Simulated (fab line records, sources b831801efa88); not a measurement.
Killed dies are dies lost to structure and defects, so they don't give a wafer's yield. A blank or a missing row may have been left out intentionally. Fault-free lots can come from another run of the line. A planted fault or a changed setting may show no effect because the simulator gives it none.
fab line records	flow sky130
[record] lots = 24	wafers = 72	last_day = 50
route steps=708 shown VIA1@470 CAP2M@616 METAL4@630 PASSIVATION@682 PAD_OPEN@701
lots that met no fault: taken from a fault-free run of the same line
start_h: hours from the record's first day to the start of the lot's first wafer shown	wait_h: hours elapsed since this lot's preceding step	" as in the row above	L1.1+2: a single row standing in for several wafers	- either no value or no given start	* or withheld: withheld	< > ~ a bound
route shown NAME@n: a module of which the file shows steps, and the number in the route of the first	usual: average and standard deviation across the fault-free wafers	same: alike in all rows	chamber/n: place in a boat	sites: readings site by site	_std_site: standard deviation across them	_edge_site: outer sites' mean less inner sites'	radius_mm: how far each site lies from the wafer's centre	mask NAME#n: copy n	behind: the last tool/chamber to shape the wafer	hold: the reason the lot was held/the length of the hold in hours/how it ended	device: the n, p or np transistor that did not switch	end of line: at the end of the route, the tests of the same wafers	a step without rows: its recipe alone	killed: at the first sort, the dies lost to defects and structure; wafer yield is something else	map: per-die view of a wafer (x killed, . not killed, _ where there is no die)
set.NAME: the setting the step ran with; set.NAME@STEP: the setting that earlier step ran with	model.NAME: the simulator's own value behind a step, which no gauge read
route steps across a sampled set of lots; one table per step, one row per wafer
services: the hour from which a tool's chamber was out of use, counted from the record's first day as start_h (under 0 if before that day), plus the number of hours and why
[[steps]]
[step SKY_VIA1_CD_MEAS_12]
[recipe] target_cd_nm = 150
[usual] cd_nm = 149.8/1.6
lot.wafer	tool	chamber	start_h	wait_h	cd_nm
L074.1	cd_sem-02	-	780.28	-	149.9
L074.2	"	-	"	"	151.1
L074.5	"	-	"	"	149.0
L075.2	cd_sem-01	-	791.14	-	150.4
L075.3	"	-	"	"	150.7
L075.5	"	-	"	"	151.6
L076.2	cd_sem-01	-	804.35	-	152.8
L076.4	"	-	"	"	150.3
L076.6	"	-	"	"	150.7
L077.1	cd_sem-02	-	810.42	-	153.3
L077.2	"	-	"	"	152.5
L077.3	"	-	"	"	151.5
L079.2	cd_sem-01	-	816.51	-	147.0
L079.4	"	-	"	"	147.2
L079.5	"	-	"	"	150.2
L078.2	cd_sem-02	-	820.54	-	149.8
L078.4	"	-	"	"	150.4
L078.6	"	-	"	"	149.8
L080.2	cd_sem-01	-	833.41	-	149.6
L080.3	"	-	"	"	148.6
L080.4	"	-	"	"	148.0
L081.1	cd_sem-02	-	845.03	-	150.5
L081.3	"	-	"	"	148.7
L081.4	"	-	"	"	149.4
L082.1	cd_sem-02	-	848.22	-	150.5
L082.2	"	-	"	"	151.2
L082.5	"	-	"	"	149.8
L083.1	cd_sem-02	-	852.62	-	148.7
L083.2	"	-	"	"	149.0
L083.4	"	-	"	"	148.6
L084.1	cd_sem-02	-	866.48	-	149.5
L084.3	"	-	"	"	150.3
L084.5	"	-	"	"	149.4
L085.1	cd_sem-02	-	873.83	-	150.7
L085.4	"	-	"	"	150.4
L085.5	"	-	"	"	148.5
L086.2	cd_sem-01	-	880.30	-	147.1
L086.5	"	-	"	"	148.1
L086.6	"	-	"	"	147.7
L087.3	cd_sem-01	-	881.27	-	149.7
L087.5	"	-	"	"	149.5
L087.6	"	-	"	"	150.9
L088.1	cd_sem-02	-	895.48	-	149.5
L088.4	"	-	"	"	148.7
L088.6	"	-	"	"	148.1
L089.2	cd_sem-02	-	897.46	-	149.8
L089.4	"	-	"	"	151.0
L089.6	"	-	"	"	149.9
L090.1	cd_sem-02	-	913.32	-	149.3
L090.2	"	-	"	"	149.7
L090.6	"	-	"	"	149.6
L091.1	cd_sem-01	-	915.69	-	150.8
L091.2	"	-	"	"	151.4
L091.3	"	-	"	"	151.9
L092.1	cd_sem-01	-	918.02	-	153.4
L092.3	"	-	"	"	151.2
L092.4	"	-	"	"	151.8
L093.2	cd_sem-01	-	925.74	-	149.2
L093.3	"	-	"	"	147.8
L093.4	"	-	"	"	147.6
L094.2	cd_sem-02	-	937.20	-	152.3
L094.3	"	-	"	"	152.7
L094.5	"	-	"	"	151.2
L096.1	cd_sem-02	-	944.43	-	147.0
L096.3	"	-	"	"	150.5
L096.5	"	-	"	"	150.2
L095.1	cd_sem-02	-	950.88	-	149.3
L095.2	"	-	"	"	149.2
L095.4	"	-	"	"	148.4
L097.1	cd_sem-01	-	959.54	-	150.9
L097.4	"	-	"	"	148.7
L097.6	"	-	"	"	149.6
[step SKY_CAP2M_METAL_ETCH_13]
[recipe] target_depth_nm = 220	stop_on = SiO2	chemistry = Cl2/BCl3	target = TiN	pressure_mtorr = 10	icp_w = 900	bias_w = 48.5	Cl2_flow_sccm = 60	bcl3_flow_sccm = 30	time_s = 62.9
[usual] drypump_motor_current_A = 5.5/0.64	oes_product_au = 0.943/0.0075	throttle_valve_pct = 21.901/0.0096
lot.wafer	tool	chamber	start_h	wait_h	drypump_motor_current_A	oes_product_au	rf_hours_counter_h	throttle_valve_pct
L074.1	rie_metal-02	1	941.92	0.0	4.8	0.940	1	21.885
L074.2	"	0	"	"	5.2	0.940	12	21.908
L074.5	"	0	"	"	5.2	0.939	-	21.897
L075.2	rie_metal-04	1	954.27	0.0	6.0	0.941	13	21.907
L075.3	"	0	"	"	5.4	0.934	-	21.900
L075.5	"	1	"	"	6.0	0.940	-	21.906
L076.2	rie_metal-02	0	964.67	0.0	5.2	0.932	14	21.901
L076.4	"	0	"	"	5.2	0.935	-	21.902
L076.6	"	1	"	"	4.8	0.927	-	21.919
L077.1	rie_metal-04	1	968.12	0.0	6.0	0.944	13	21.906
L077.2	"	0	"	"	5.4	0.946	11	21.899
L077.3	"	1	"	"	6.0	0.943	-	21.898
L079.2	rie_metal-02	1	980.88	0.0	4.8	0.947	4	21.902
L079.4	"	0	"	"	5.2	0.942	-	21.898
L079.5	"	0	"	"	5.2	0.946	-	21.908
L078.2	rie_metal-04	1	981.62	0.0	6.0	0.946	14	21.909
L078.4	"	1	"	"	6.0	0.922	-	21.908
L078.6	"	1	"	"	6.0	0.939	-	21.905
L080.2	rie_metal-03	1	989.70	0.0	6.7	0.946	-	21.906
L080.3	"	1	"	"	6.7	0.932	-	21.924
L080.4	"	1	"	"	6.7	0.949	-	21.897
L081.1	rie_metal-02	0	1001.07	0.0	5.2	0.940	16	21.889
L081.3	"	1	"	"	4.8	0.937	-	21.891
L081.4	"	0	"	"	5.2	0.960	-	21.898
L082.1	rie_metal-02	0	1003.42	0.0	5.2	0.950	16	21.920
L082.2	"	1	"	"	4.8	0.945	5	21.889
L082.5	"	1	"	"	4.8	0.944	-	21.900
L083.1	rie_metal-04	0	1008.77	0.0	5.4	0.952	13	21.912
L083.2	"	1	"	"	6.0	0.961	15	21.893
L083.4	"	1	"	"	6.0	0.950	-	21.894
L084.1	rie_metal-03	0	1022.22	0.0	5.4	0.934	6	21.899
L084.3	"	1	"	"	6.7	0.948	-	21.888
L084.5	"	0	"	"	5.4	0.939	-	21.893
L085.1	rie_metal-03	0	1028.32	0.0	5.4	0.931	7	21.896
L085.4	"	0	"	"	5.4	0.949	-	21.901
L085.5	"	0	"	"	5.4	0.939	-	21.891
L086.2	rie_metal-03	0	1033.42	0.0	5.4	0.937	7	21.900
L086.5	"	0	"	"	5.4	0.944	-	21.900
L086.6	"	1	"	"	6.7	0.944	-	21.890
L087.3	rie_metal-04	1	1035.44	0.0	6.0	0.940	-	21.893
L087.5	"	0	"	"	5.4	0.927	-	21.902
L087.6	"	1	"	"	6.0	0.935	-	21.894
L088.1	rie_metal-03	1	1047.27	0.0	6.7	0.937	15	21.913
L088.4	"	0	"	"	5.4	0.943	-	21.900
L088.6	"	0	"	"	5.4	0.943	-	21.886
L089.2	rie_metal-02	1	1048.27	0.0	4.8	0.939	7	21.910
L089.4	"	1	"	"	4.8	0.941	-	21.879
L089.6	"	1	"	"	4.8	0.953	-	21.907
L090.1	rie_metal-02	0	1063.07	0.0	5.2	0.942	19	21.909
L090.2	"	1	"	"	4.8	0.938	8	21.907
L090.6	"	0	"	"	5.2	0.949	-	21.884
L091.1	rie_metal-02	0	1065.77	0.0	5.2	0.946	19	21.900
L091.2	"	1	"	"	4.8	0.952	8	21.912
L091.3	"	1	"	"	4.8	0.943	-	21.903
L092.1	rie_metal-02	0	1067.77	0.0	5.2	0.956	19	21.900
L092.3	"	0	"	"	5.2	0.942	-	21.909
L092.4	"	1	"	"	4.8	0.947	-	21.922
L093.2	rie_metal-02	0	1072.53	0.0	5.2	0.941	20	21.901
L093.3	"	1	"	"	4.8	0.936	-	21.906
L093.4	"	0	"	"	5.2	0.931	-	21.905
L094.2	rie_metal-03	1	1082.87	0.0	6.6	0.950	17	21.890
L094.3	"	0	"	"	5.4	0.949	-	21.896
L094.5	"	0	"	"	5.4	0.946	-	21.895
L096.1	rie_metal-03	0	1089.97	0.0	5.4	0.935	10	21.892
L096.3	"	1	"	"	6.7	0.937	-	21.908
L096.5	"	0	"	"	5.4	0.938	-	21.903
L095.1	rie_metal-03	0	1095.77	0.0	5.4	0.950	10	21.893
L095.2	"	1	"	"	6.7	0.935	18	21.902
L095.4	"	1	"	"	6.7	0.948	-	21.908
L097.1	rie_metal-04	1	1102.22	0.0	6.0	0.942	21	21.899
L097.4	"	1	"	"	6.0	0.953	-	21.899
L097.6	"	1	"	"	6.0	0.930	-	21.903
[step SKY_METAL4_OVL_MEAS_14]
[usual] METAL4_OVL = 0/5.7
lot.wafer	tool	chamber	start_h	wait_h	METAL4_OVL[nm]
L074.1	overlay-01	-	966.60	0.1	-4
L074.2	"	-	"	"	1
L074.5	"	-	"	"	-2
L075.2	overlay-01	-	978.46	0.1	11
L075.3	"	-	"	"	4
L075.5	"	-	"	"	12
L076.2	overlay-02	-	988.94	0.1	0
L076.4	"	-	"	"	2
L076.6	"	-	"	"	4
L077.1	overlay-01	-	992.15	0.1	-1
L077.2	"	-	"	"	-6
L077.3	"	-	"	"	5
L079.2	overlay-02	-	1004.66	0.1	-15
L079.4	"	-	"	"	-3
L079.5	"	-	"	"	-4
L078.2	overlay-02	-	1005.81	0.1	12
L078.4	"	-	"	"	9
L078.6	"	-	"	"	10
L080.2	overlay-02	-	1014.26	0.1	-6
L080.3	"	-	"	"	-12
L080.4	"	-	"	"	-12
L081.1	overlay-02	-	1024.60	0.1	-7
L081.3	"	-	"	"	0
L081.4	"	-	"	"	-2
L082.1	overlay-01	-	1027.75	0.1	5
L082.2	"	-	"	"	8
L082.5	"	-	"	"	11
L083.1	overlay-02	-	1032.64	0.1	5
L083.2	"	-	"	"	4
L083.4	"	-	"	"	8
L084.1	overlay-02	-	1045.79	0.1	5
L084.3	"	-	"	"	1
L084.5	"	-	"	"	2
L085.1	overlay-01	-	1051.64	0.1	0
L085.4	"	-	"	"	3
L085.5	"	-	"	"	-4
L086.2	overlay-01	-	1056.74	0.1	-7
L086.5	"	-	"	"	-5
L086.6	"	-	"	"	-8
L087.3	overlay-02	-	1058.82	0.1	2
L087.5	"	-	"	"	6
L087.6	"	-	"	"	-5
L088.1	overlay-02	-	1069.09	0.1	-2
L088.4	"	-	"	"	1
L088.6	"	-	"	"	7
L089.2	overlay-02	-	1069.76	0.1	3
L089.4	"	-	"	"	2
L089.6	"	-	"	"	-1
L090.1	overlay-02	-	1084.80	0.1	5
L090.2	"	-	"	"	7
L090.6	"	-	"	"	6
L091.1	overlay-02	-	1087.00	0.1	0
L091.2	"	-	"	"	-1
L091.3	"	-	"	"	2
L092.1	overlay-02	-	1088.94	0.1	5
L092.3	"	-	"	"	3
L092.4	"	-	"	"	5
L093.2	overlay-01	-	1093.56	0.1	-3
L093.3	"	-	"	"	-8
L093.4	"	-	"	"	0
L094.2	overlay-02	-	1103.91	0.1	-1
L094.3	"	-	"	"	-9
L094.5	"	-	"	"	-3
L096.1	overlay-02	-	1110.59	0.1	6
L096.3	"	-	"	"	0
L096.5	"	-	"	"	-1
L095.1	overlay-01	-	1116.84	0.1	6
L095.2	"	-	"	"	4
L095.4	"	-	"	"	-1
L097.1	overlay-02	-	1122.69	0.1	-1
L097.4	"	-	"	"	-3
L097.6	"	-	"	"	-7
[step SKY_METAL4_DESCUM_15]
[recipe] chemistry = O2	source_power_w = 150	bias_power_w = 0	pressure_mtorr = 10	temp_c = 40	time_s = 8
[usual] drypump_motor_current_A = 5.5/0.47	oes_product_au = 0.997/0.0079
lot.wafer	tool	chamber	start_h	wait_h	drypump_motor_current_A	oes_product_au	rf_hours_counter_h
L074.1	rie_metal-04	1	966.64	0.0	6.0	1.005	13
L074.2	"	0	"	"	5.4	0.994	11
L074.5	"	1	"	"	6.0	0.990	-
L075.2	rie_metal-02	0	978.49	0.0	5.2	0.989	15
L075.3	"	0	"	"	5.2	0.995	-
L075.5	"	1	"	"	4.8	0.995	-
L076.2	rie_metal-04	1	988.97	0.0	6.0	1.004	14
L076.4	"	1	"	"	6.0	0.999	-
L076.6	"	1	"	"	6.0	1.012	-
L077.1	rie_metal-02	0	992.19	0.0	5.2	0.987	15
L077.2	"	1	"	"	4.8	1.002	4
L077.3	"	1	"	"	4.8	0.996	-
L079.2	rie_metal-04	0	1004.69	0.0	5.4	1.010	13
L079.4	"	0	"	"	5.4	0.995	-
L079.5	"	0	"	"	5.4	0.999	-
L078.2	rie_metal-02	1	1005.84	0.0	4.8	1.003	5
L078.4	"	0	"	"	5.2	0.996	-
L078.6	"	1	"	"	4.8	0.994	-
L080.2	rie_metal-02	0	1014.29	0.0	5.2	0.991	16
L080.3	"	0	"	"	5.2	1.005	-
L080.4	"	1	"	"	4.8	1.000	-
L081.1	rie_metal-01	1	1024.64	0.0	6.0	0.998	9
L081.3	"	0	"	"	6.1	0.993	-
L081.4	"	1	"	"	6.0	1.006	-
L082.1	rie_metal-04	1	1027.79	0.0	6.0	1.001	16
L082.2	"	0	"	"	5.4	1.003	14
L082.5	"	0	"	"	5.4	1.002	-
L083.1	rie_metal-01	0	1032.67	0.0	6.1	0.989	20
L083.2	"	1	"	"	6.0	0.979	10
L083.4	"	0	"	"	6.1	0.989	-
L084.1	rie_metal-02	1	1045.82	0.0	4.8	0.989	7
L084.3	"	1	"	"	4.8	0.993	-
L084.5	"	1	"	"	4.8	0.979	-
L085.1	rie_metal-02	1	1051.67	0.0	4.8	0.996	7
L085.4	"	1	"	"	4.8	0.989	-
L085.5	"	1	"	"	4.8	0.987	-
L086.2	rie_metal-04	0	1056.77	0.0	5.4	0.986	16
L086.5	"	1	"	"	6.0	1.006	-
L086.6	"	0	"	"	5.4	0.990	-
L087.3	rie_metal-02	1	1058.85	0.0	4.8	0.995	-
L087.5	"	0	"	"	5.2	0.984	-
L087.6	"	1	"	"	4.8	0.988	-
L088.1	rie_metal-01	0	1069.12	0.0	6.0	0.987	22
L088.4	"	0	"	"	6.1	0.992	-
L088.6	"	1	"	"	5.9	1.002	-
L089.2	rie_metal-04	1	1069.79	0.0	6.0	0.997	19
L089.4	"	1	"	"	6.0	1.005	-
L089.6	"	0	"	"	5.4	0.988	-
L090.1	rie_metal-02	1	1084.84	0.0	4.8	0.999	10
L090.2	"	0	"	"	5.2	0.992	21
L090.6	"	1	"	"	4.8	0.992	-
L091.1	rie_metal-02	1	1087.04	0.0	4.8	1.003	10
L091.2	"	0	"	"	5.2	0.994	21
L091.3	"	0	"	"	5.2	0.994	-
L092.1	rie_metal-04	0	1088.97	0.0	5.4	0.985	18
L092.3	"	1	"	"	6.0	0.993	-
L092.4	"	0	"	"	5.4	0.988	-
L093.2	rie_metal-04	0	1093.59	0.0	5.4	0.989	18
L093.3	"	0	"	"	5.4	0.992	-
L093.4	"	1	"	"	6.0	0.996	-
L094.2	rie_metal-04	0	1103.94	0.0	5.4	1.007	19
L094.3	"	1	"	"	6.0	1.005	-
L094.5	"	1	"	"	6.0	1.008	-
L096.1	rie_metal-04	0	1110.63	0.0	5.4	1.004	20
L096.3	"	0	"	"	5.4	1.009	-
L096.5	"	1	"	"	6.0	1.007	-
L095.1	rie_metal-02	1	1116.88	0.0	4.8	1.002	12
L095.2	"	0	"	"	5.2	0.992	23
L095.4	"	0	"	"	5.2	1.002	-
L097.1	rie_metal-01	0	1122.73	0.0	6.0	0.988	27
L097.4	"	0	"	"	6.1	0.999	-
L097.6	"	0	"	"	6.0	0.998	-
[step SKY_PASSIVATION_THK_MEAS_01]
[recipe] reads = SiO2_of_PASSIVATION_CVD_00
[usual] PASSIVATION_CVD_00_THK = 90.1/1.2
lot.wafer	tool	chamber	start_h	wait_h	PASSIVATION_CVD_00_THK[nm]
L074.1	film_metro-01	-	1016.98	-	90.0
L074.2	"	-	"	"	88.4
L074.5	"	-	"	"	90.3
L075.2	film_metro-01	-	1029.29	-	90.5
L075.3	"	-	"	"	88.7
L075.5	"	-	"	"	91.0
L076.2	film_metro-01	-	1039.28	-	89.3
L076.4	"	-	"	"	90.8
L076.6	"	-	"	"	91.0
L077.1	film_metro-02	-	1041.60	-	88.4
L077.2	"	-	"	"	89.4
L077.3	"	-	"	"	88.9
L079.2	film_metro-03	-	1054.37	-	89.6
L079.4	"	-	"	"	90.0
L079.5	"	-	"	"	91.5
L078.2	film_metro-03	-	1056.02	-	89.0
L078.4	"	-	"	"	89.2
L078.6	"	-	"	"	89.8
L080.2	film_metro-03	-	1063.19	-	90.0
L080.3	"	-	"	"	88.8
L080.4	"	-	"	"	89.6
L081.1	film_metro-02	-	1072.62	-	89.4
L081.3	"	-	"	"	89.4
L081.4	"	-	"	"	91.8
L082.1	film_metro-01	-	1075.82	-	90.1
L082.2	"	-	"	"	91.3
L082.5	"	-	"	"	91.2
L083.1	film_metro-02	-	1079.77	-	88.9
L083.2	"	-	"	"	88.1
L083.4	"	-	"	"	90.4
L084.1	film_metro-02	-	1091.28	-	90.5
L084.3	"	-	"	"	88.2
L084.5	"	-	"	"	91.4
L085.1	film_metro-01	-	1097.83	-	91.1
L085.4	"	-	"	"	92.5
L085.5	"	-	"	"	90.2
L086.2	film_metro-03	-	1102.00	-	89.5
L086.5	"	-	"	"	89.6
L086.6	"	-	"	"	90.0
L087.3	film_metro-01	-	1103.78	-	88.9
L087.5	"	-	"	"	90.7
L087.6	"	-	"	"	89.2
L088.1	film_metro-03	-	1113.61	-	89.4
L088.4	"	-	"	"	90.0
L088.6	"	-	"	"	90.9
L089.2	film_metro-03	-	1113.93	-	88.5
L089.4	"	-	"	"	91.9
L089.6	"	-	"	"	92.6
L090.1	film_metro-01	-	1127.67	-	88.2
L090.2	"	-	"	"	89.7
L090.6	"	-	"	"	90.6
L091.1	film_metro-03	-	1129.82	-	88.2
L091.2	"	-	"	"	88.6
L091.3	"	-	"	"	90.1
L092.1	film_metro-03	-	1131.99	-	89.7
L092.3	"	-	"	"	89.2
L092.4	"	-	"	"	89.3
L093.2	film_metro-02	-	1135.28	-	89.0
L093.3	"	-	"	"	89.4
L093.4	"	-	"	"	90.2
L094.2	film_metro-01	-	1145.84	-	89.0
L094.3	"	-	"	"	90.2
L094.5	"	-	"	"	89.9
L096.1	film_metro-02	-	1152.33	-	90.3
L096.3	"	-	"	"	91.0
L096.5	"	-	"	"	90.4
L095.1	film_metro-02	-	1156.87	-	90.5
L095.2	"	-	"	"	89.8
L095.4	"	-	"	"	90.2
L097.1	film_metro-01	-	1163.16	-	89.6
L097.4	"	-	"	"	92.9
L097.6	"	-	"	"	91.2
[step SKY_PAD_OPEN_ETCH_07]
[recipe] chemistry = CF4/O2	target_depth_nm = 725	stop_on = AlCu	source_w = 800	bias_w = 150	pressure_mtorr = 150	cf4_flow_sccm = 80	O2_flow_sccm = 10	time_s = 161.1
[usual] O2_flow_sccm = 10.004/0.029	drypump_motor_current_A = 5.7/0.57	oes_product_au = 0.979/0.007	throttle_valve_pct = 5.965/0.0094
lot.wafer	tool	chamber	start_h	wait_h	O2_flow_sccm	drypump_motor_current_A	oes_product_au	rf_hours_counter_h	throttle_valve_pct
L074.1	rie_diel-02	2	1061.78	-	10.026	5.8	0.981	26	5.956
L074.2	"	0	"	"	10.006	4.8	0.984	17	5.959
L074.5	"	3	"	"	10.025	6.0	0.985	-	5.965
L075.2	rie_diel-03	2	1073.73	-	9.984	6.3	0.979	24	5.961
L075.3	"	0	"	"	9.950	5.5	0.979	17	5.953
L075.5	"	3	"	"	10.061	4.8	0.981	-	5.974
L076.2	rie_diel-04	0	1081.03	-	9.976	5.5	0.977	22	5.977
L076.4	"	2	"	"	10.030	5.0	0.993	12	5.969
L076.6	"	3	"	"	10.003	6.0	0.980	-	5.959
L077.1	rie_diel-02	1	1084.33	-	10.043	6.0	0.975	1	5.940
L077.2	"	2	"	"	10.009	5.8	0.976	27	5.969
L077.3	"	3	"	"	9.993	6.0	0.973	26	5.980
L079.2	rie_diel-02	1	1096.08	-	10.021	5.9	0.975	1	5.961
L079.4	"	1	"	"	10.005	6.0	0.974	-	5.962
L079.5	"	3	"	"	10.005	6.0	0.988	-	5.970
L078.2	rie_diel-03	3	1097.33	-	9.983	4.8	0.973	12	5.966
L078.4	"	2	"	"	10.011	6.3	0.977	25	5.976
L078.6	"	1	"	"	10.007	6.0	0.975	-	5.964
L080.2	rie_diel-03	1	1104.77	-	10.009	6.0	0.973	25	5.967
L080.3	"	2	"	"	9.961	6.3	0.975	25	5.967
L080.4	"	3	"	"	10.014	4.8	0.983	12	5.973
L081.1	rie_diel-03	3	1112.08	-	9.988	4.8	0.974	13	5.967
L081.3	"	0	"	"	10.032	5.5	0.984	18	5.959
L081.4	"	1	"	"	10.007	6.0	0.983	25	5.965
L082.1	rie_diel-02	0	1116.38	-	10.034	4.8	0.965	19	5.948
L082.2	"	2	"	"	10.015	5.8	0.967	27	5.970
L082.5	"	1	"	"	9.995	5.9	0.975	-	5.985
L083.1	rie_diel-04	2	1119.68	-	10.004	5.0	0.974	13	5.948
L083.2	"	0	"	"	9.982	5.5	0.972	23	5.968
L083.4	"	3	"	"	9.989	6.0	0.980	9	5.958
L084.1	rie_diel-02	0	1131.13	-	10.014	4.8	0.971	20	5.977
L084.3	"	3	"	"	10.023	6.0	0.981	28	5.976
L084.5	"	3	"	"	9.989	6.0	0.978	-	5.967
L085.1	rie_diel-04	0	1136.13	-	9.983	5.5	0.970	24	5.959
L085.4	"	1	"	"	10.004	6.5	0.982	15	5.958
L085.5	"	1	"	"	10.046	6.6	0.990	-	5.961
L086.2	rie_diel-04	3	1141.08	-	10.023	6.0	0.968	10	5.950
L086.5	"	1	"	"	10.037	6.6	0.978	-	5.963
L086.6	"	0	"	"	9.967	5.5	0.974	-	5.980
L087.3	rie_diel-02	3	1141.62	-	9.971	6.0	0.971	28	5.970
L087.5	"	2	"	"	10.004	5.7	0.980	-	5.972
L087.6	"	3	"	"	9.908	6.0	0.972	-	5.981
L088.1	rie_diel-04	2	1151.13	-	9.980	5.0	0.964	14	5.967
L088.4	"	1	"	"	10.006	6.5	0.977	15	5.949
L088.6	"	1	"	"	9.961	6.6	0.973	-	5.961
L089.2	rie_diel-04	2	1151.78	-	9.966	5.0	0.969	14	5.969
L089.4	"	3	"	"	10.016	6.0	0.983	10	5.958
L089.6	"	3	"	"	10.010	6.0	0.981	-	5.963
L090.1	rie_diel-04	1	1163.83	-	9.970	6.6	0.967	16	5.962
L090.2	"	2	"	"	10.026	5.0	0.983	14	5.966
L090.6	"	0	"	"	9.959	5.5	0.986	-	5.969
L091.1	rie_diel-03	3	1166.12	-	10.016	4.8	0.963	14	5.972
L091.2	"	0	"	"	10.006	5.5	0.966	20	5.951
L091.3	"	1	"	"	10.009	6.0	0.977	28	5.948
L092.1	rie_diel-03	0	1167.63	-	10.017	5.5	0.983	20	5.974
L092.3	"	2	"	"	10.026	6.3	0.978	28	5.956
L092.4	"	3	"	"	10.043	4.8	0.984	15	5.976
L093.2	rie_diel-03	0	1170.73	-	9.997	5.5	0.981	20	5.974
L093.3	"	1	"	"	10.028	6.0	0.979	28	5.940
L093.4	"	3	"	"	10.009	4.8	0.980	15	5.964
L094.2	rie_diel-02	0	1179.23	-	9.971	4.8	0.969	22	5.967
L094.3	"	3	"	"	9.954	6.0	0.972	30	5.965
L094.5	"	0	"	"	9.979	4.8	0.985	-	5.954
L096.1	rie_diel-04	1	1184.97	-	9.974	6.5	0.975	17	5.967
L096.3	"	2	"	"	10.002	5.0	0.980	15	5.970
L096.5	"	1	"	"	10.032	6.6	0.980	-	5.969
L095.1	rie_diel-02	1	1189.43	-	9.999	5.9	0.979	5	5.965
L095.2	"	2	"	"	10.072	5.8	0.965	31	5.964
L095.4	"	3	"	"	9.972	6.0	0.983	30	5.960
L097.1	rie_diel-03	3	1194.18	-	10.018	4.8	0.979	16	5.968
L097.4	"	2	"	"	9.996	6.3	0.986	29	5.958
L097.6	"	0	"	"	9.943	5.5	0.984	-	5.974
[[services]]
tool	chamber	start_h	hours	kind
rie_metal-02	0	927.23	11.1	repair
rie_diel-03	-	931.00	2.8	pm
rie_diel-03	-	939.28	0.7	repair
rie_metal-02	-	946.12	0.6	repair
rie_diel-04	1	950.72	9.9	repair
rie_metal-03	-	957.48	1.4	pm
rie_metal-02	-	976.11	0.2	repair
rie_metal-03	0	978.80	19.5	repair
rie_diel-04	-	981.80	2.8	pm
rie_diel-04	3	986.33	13.8	repair
rie_diel-03	3	986.34	3.0	repair
rie_metal-04	-	1003.30	1.2	repair
rie_diel-02	1	1016.19	3.3	repair
rie_diel-02	3	1047.97	2.8	repair
rie_diel-02	1	1050.81	-	clean
rie_diel-02	1	1050.81	-	consumable_replace:showerhead
rie_diel-02	1	1050.81	20.0	scheduled_down
rie_diel-02	1	1050.81	20.0	vent_cycle
rie_metal-03	-	1066.10	0.7	repair
rie_diel-02	-	1089.47	2.2	repair
rie_diel-02	2	1093.56	15.3	repair
rie_metal-01	1	1114.29	13.1	repair
rie_metal-03	-	1143.17	6.0	repair
[[key]]
fault none
